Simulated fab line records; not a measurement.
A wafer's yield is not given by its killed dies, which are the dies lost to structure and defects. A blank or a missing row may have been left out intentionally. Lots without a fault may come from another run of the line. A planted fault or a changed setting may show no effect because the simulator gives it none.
Comparing a struck lot with a sound one -- flow sky130 -- 15 steps out of a route of 708
Sound: these wafers, L103.3, L103.5, L103.6. The struck wafers were L115.2, L115.4, L115.5. The cause is given at the end.
For every step that has rows: the tool of each side, followed by ch and its chambers, followed by its first start. Under that, the readings that differ: sound wafers -- struck wafers -- difference of the means -- sigmas: that difference in standard deviations of wafers without a fault.
alike: readings with means less than 2 such deviations apart, plus words and numbers identical on both sides. not compared: withheld readings, readings lacking a value on some wafer, bounds such as >300 that could conceal the same value, and numbers that have no deviation in the record and whose values overlap.
The two part at a step that has a row with sigmas, a row that says differs or no value, or rows on one side only. Numbers that don't overlap but have no deviation are shown without sigmas and don't part them. A reading that every wafer of one side lacks parts them only if that side has two wafers or more.

SKY_METAL5_SPUTTER_03: material Ti, target thk 5 nm, time 3.3 s.
  struck on pvdSputter-01, day 47 04:23; sound on pvdSputter-02, day 43 23:43
  alike: throttleValvePct
SKY_METAL5_SPUTTER_04: material TiN, target thk 70 nm, time 58.3 s.
  struck on pvdSputter-01, day 47 04:24; sound on pvdSputter-02, day 43 23:44
  alike: throttleValvePct
SKY_METAL5_RS_MEAS_05: a four-point-probe measurement.
  struck on filmMetro-01, day 47 04:28; sound on filmMetro-03, day 43 23:50
  alike: METAL5_ALCU_RS
SKY_METAL5_THK_MEAS_06: measures by xrf.
  struck on filmMetro-01, day 47 04:35; sound on filmMetro-03, day 43 23:56
  alike: METAL5_ALCU_THK
then, 7 steps without rows for these wafers: SKY_METAL5_DEHYDRATE_07 (time 60 s); SKY_METAL5_HMDS_08 (prime time 60 s); SKY_METAL5_COAT_09 (resist thk 1800 nm); SKY_METAL5_SOFTBAKE_10 (time 60 s); SKY_METAL5_EXPOSE_11 (exposes mask MM5, target cd 1600 nm); SKY_METAL5_PEB_12; SKY_METAL5_DEVELOP_13 (develop time 60 s).
SKY_METAL5_DESCUM_14: chemistry O2, time 11 s.
  sound on rieMetal-04 ch 0,1, day 44 22:04; struck on rieMetal-01 ch 0,1, day 48 00:31
  alike: drypumpMotorCurrentA, oesProductAu
  not compared: rfHoursCounterH
SKY_METAL5_METAL_ETCH_15: etches the open film in Cl2/BCl3, stops on SiO2, target depth 1260 nm, time 252 s.
  sound on rieMetal-04 ch 0,1, day 44 22:10; struck on rieMetal-01 ch 0,1, day 48 00:34
reading,sound,struck,difference,sigmas
biasW (W),48.53 48.44 48.31,55.57 55.99 55.97,+7.42,+53
model.NOVOLAK_of_METAL5_COAT_09.thkNm (nm),1052 1054 1039,967.7 997 974.7,-68.5,
model.SiO2_of_VIA4_HDPCVD_00.thkNm (nm),549.6 551.3 548.6,544.6 545.6 544.5,-4.9,
  alike: drypumpMotorCurrentA, oesProductAu, throttleValvePct
  not compared: rfHoursCounterH
SKY_METAL5_STRIP_16: strips in O2/N2.
  sound on plasmaAsher-01 ch 0,1, day 44 22:21; struck on plasmaAsher-02 ch 0,1, day 48 00:47
reading,sound,struck,difference,sigmas
stripTimeToEndpointS (s),13.24 13.29 13.13,12.35 12.70 12.44,-0.72,-4
  alike: drypumpMotorCurrentA, n2FlowSccm, oesProductAu
  not compared: rfHoursCounterH
then, 1 step without rows for these wafers: SKY_METAL5_STRIP_17 (strips in post etch residue remover, time 1200 s).

WHERE THEY PART
First at SKY_METAL5_METAL_ETCH_15; last, within this record, at SKY_METAL5_STRIP_16.

WHY: the cause the simulator had injected
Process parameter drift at SKY_METAL5_METAL_ETCH_15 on rieMetal-01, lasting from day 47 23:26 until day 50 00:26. A move of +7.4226 in setting biasW, from 48.5. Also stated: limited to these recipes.
